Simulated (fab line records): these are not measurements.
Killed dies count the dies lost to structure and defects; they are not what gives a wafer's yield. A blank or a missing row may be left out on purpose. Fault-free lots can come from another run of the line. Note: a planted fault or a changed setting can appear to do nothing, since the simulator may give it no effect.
Comparing a struck lot with a sound one || flow sky130 || 36 out of 708 route steps
Sound: the wafers L780.1, L780.4, L780.5. Wafers struck: L792.1, L792.2, L792.4. The cause is named last.
Per side, at each step with rows, come the tool, then ch with its chambers, and then its first start. Under that, the readings that differ: sound wafers || struck wafers || difference of the means || sigmas: that difference in standard deviations of wafers without a fault.
alike: same words and numbers on both sides, and readings whose means sit less than 2 such deviations apart. not compared: any withheld reading, any reading some wafer has no value for, any bound like >300 that may hide the same value, and any number with overlapping values for which the record gives no deviation.
A row with sigmas, a row that says differs or no value, or rows on one side alone: a step with any of these is where the two part. When numbers do not overlap yet have no deviation, they are printed without sigmas and do not part them. Lack of a reading on every wafer of one side parts them only where that side has two or more wafers.

first, 10 steps without rows for these wafers: SKY_GATE_OXIDE_COAT_05 (resist thk 1140 nm); SKY_GATE_OXIDE_SOFTBAKE_06 (time 60 s); SKY_GATE_OXIDE_EXPOSE_07 (exposes mask LVOM, target cd 600 nm); SKY_GATE_OXIDE_PEB_08; SKY_GATE_OXIDE_DEVELOP_09 (develop time 60 s); SKY_GATE_OXIDE_IMPLANT_11; SKY_GATE_OXIDE_WET_ETCH_12 (etches SiO2 in dHF, target depth 16.8 nm, time 336 s); SKY_GATE_OXIDE_STRIP_13 (strips in O2/N2); SKY_GATE_OXIDE_CLEAN_15 (cleans in SC1/SC2, time 150 s); SKY_GATE_OXIDE_OXIDATION_16 (stabilise 600 s, purge 300 s, target thk 3.57 nm).
SKY_POLY_GATE_CVD_00: deposits poly-Si, target thk 180 nm, time 720 s.
  sound on lpcvd-01 ch 0, day 14 00:15; struck on lpcvd-01 ch 1, day 18 11:50
{"reading": "spike-tc-bottom-C (C)", "sound": "645 644 645", "struck": "626 625 626", "difference": -19, "sigmas": -5}
{"reading": "spike-tc-centre-C (C)", "sound": "622.1 622.1 621.9", "struck": "608.7 610.1 610.8", "difference": -12.2, "sigmas": -12}
{"reading": "spike-tc-lower-C (C)", "sound": "618.5 617.4 618.2", "struck": "609.9 607.2 608.8", "difference": -9.4, "sigmas": -8}
{"reading": "spike-tc-top-C (C)", "sound": "638.4 639.7 637.5", "struck": "629.8 631.0 630.0", "difference": -8.3, "sigmas": -5}
{"reading": "spike-tc-upper-C (C)", "sound": "623.7 621.0 622.1", "struck": "607.1 606.4 605.3", "difference": -16.0, "sigmas": -8}
{"reading": "model.poly-Si_of_POLY_GATE_CVD_00.thk-nm (nm)", "sound": "179.2 180.1 177.4", "struck": "134 133.5 133.8", "difference": -45, "sigmas": ""}
SKY_POLY_GATE_THK_MEAS_01:
  struck on film-metro-01, day 18 13:02; sound on film-metro-03, day 14 01:27
{"reading": "POLY_GATE_CVD_00_THK (nm)", "sound": "179.1 180.1 177.3", "struck": "133.9 133.5 133.9", "difference": -45.1, "sigmas": -28}
then, 9 steps without rows for these wafers: SKY_RES_PROTECT_DEHYDRATE_00 (time 60 s); SKY_RES_PROTECT_HMDS_01 (prime time 60 s); SKY_RES_PROTECT_COAT_02 (resist thk 1140 nm); SKY_RES_PROTECT_SOFTBAKE_03 (time 60 s); SKY_RES_PROTECT_EXPOSE_04 (exposes mask RPM, target cd 1270 nm); SKY_RES_PROTECT_PEB_05; SKY_RES_PROTECT_DEVELOP_06 (develop time 60 s); SKY_POLY_GATE_IMPLANT_02; SKY_RES_PROTECT_STRIP_07 (strips in O2/N2).
SKY_RES_PROTECT_CLEAN_09: cleans in SC1/SC2, time 150 s.
  sound on wet-bench-02 ch 3, day 15 03:11; struck on wet-bench-04 ch 2, day 19 19:38
{"reading": "model.poly-Si_of_POLY_GATE_CVD_00.thk-nm (nm)", "sound": "178.6 179.4 176.7", "struck": "133.4 132.8 133.2", "difference": -45.1, "sigmas": ""}
  alike: bath-guard-temp-C
then, 11 steps without rows for these wafers: SKY_POLY_GATE_CVD_03 (deposits Si3N4 from DCS/NH3, target thk 75 nm, time 1290 s); SKY_POLY_GATE_DEHYDRATE_05 (time 60 s); SKY_POLY_GATE_HMDS_06 (prime time 60 s); SKY_POLY_GATE_COAT_07 (resist thk 110 nm); SKY_POLY_GATE_COAT_08 (resist thk 450 nm); SKY_POLY_GATE_SOFTBAKE_09 (time 90 s); SKY_POLY_GATE_EXPOSE_10 (exposes mask P1M, target cd 150 nm); SKY_POLY_GATE_PEB_11; SKY_POLY_GATE_DEVELOP_12 (develop time 60 s); SKY_POLY_GATE_ETCH_15 (etches BARC in N2/H2, stops on SiO2, time 118.5 s, target depth 110 nm); SKY_POLY_GATE_ETCH_16 (etches Si3N4 in CH3F/O2, stops on poly-Si, time 147.5 s, target depth 75 nm).
SKY_POLY_GATE_ETCH_17: etches poly-Si in HBr/Cl2, stops on SiO2, target depth 180 nm, time 70.5 s.
  sound on rie-si-01 ch 1,2,3, day 16 10:04; struck on rie-si-02 ch 0,2, day 21 04:14
{"reading": "oes-product-au (a.u.)", "sound": "0.980 0.981 0.976", "struck": "0.816 0.806 0.809", "difference": -0.169, "sigmas": -24}
{"reading": "model.POLY_GATE.feature-depth-nm (nm)", "sound": "178.6 176.9 176.7", "struck": "133.4 132.8 133.2", "difference": -44.3, "sigmas": ""}
{"reading": "model.etch.depth-nm (nm)", "sound": "178.6 176.9 176.7", "struck": "133.4 132.8 133.2", "difference": -44.3, "sigmas": ""}
  alike: bias-w, drypump-motor-current-A, throttle-valve-pct
  not compared: rf-hours-counter-h
then, 1 step without rows for these wafers: SKY_POLY_GATE_STRIP_18 (strips in O2/N2).
-- record jumps: 28 days separate the struck wafers' starts on either side; left off in module POLY_GATE, taken up again in module PAD_OPEN, whose first shown step is the route's number 708 --
SKY_PAD_OPEN_PROBE_99:
  struck on prober-01, day 48 22:44; sound on prober-01, day 45 20:31
{"reading": "model.etest.res-high-po.line-ohm-um", "sound": "757.3 721.9 745.5", "struck": "947.2 997.2 992.1", "difference": "+237.3", "sigmas": ""}
{"reading": "model.etest.res-poly.line-ohm-um", "sound": "525.9 483.3 500.1", "struck": "641.5 701.2 690.6", "difference": "+174.7", "sigmas": ""}
{"reading": "model.etest.tip-sonos.rs-ohm-sq", "sound": "2508 2502 2512", "struck": "2609 2569 2602", "difference": "+86", "sigmas": ""}
{"reading": "model.etest.res-high-po.rs-ohm-sq", "sound": "265.9 256.1 260.8", "struck": "335.1 349.4 342.3", "difference": "+81.3", "sigmas": ""}
{"reading": "model.etest.res-poly.rs-ohm-sq", "sound": "49 47.86 48.3", "struck": "64.14 65.94 65.77", "difference": "+16.90", "sigmas": ""}
{"reading": "model.etest.cap-li-to-poly.c-af-um2", "sound": "101 96.1 99.37", "struck": "87.88 89.75 88.49", "difference": -10.12, "sigmas": ""}
{"reading": "model.etest.tip-n.rs-ohm-sq", "sound": "448.2 444.1 443.8", "struck": "437.6 439.8 438.7", "difference": -6.7, "sigmas": ""}
  alike: killed_at_M0_to_M3, killed_at_M4_up, killed-at-contacts, killed-at-front-end, killed-at-other, killed-dies, killed-open, killed-short

## WHERE THEY PART
At SKY_POLY_GATE_CVD_00 first; at SKY_POLY_GATE_ETCH_17 last (within this record only). Later steps at which nothing parts them and some readings are alike: SKY_PAD_OPEN_PROBE_99.

WHY: what the simulator had put in
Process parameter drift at SKY_POLY_GATE_CVD_00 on lpcvd-01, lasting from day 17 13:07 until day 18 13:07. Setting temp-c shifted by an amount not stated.
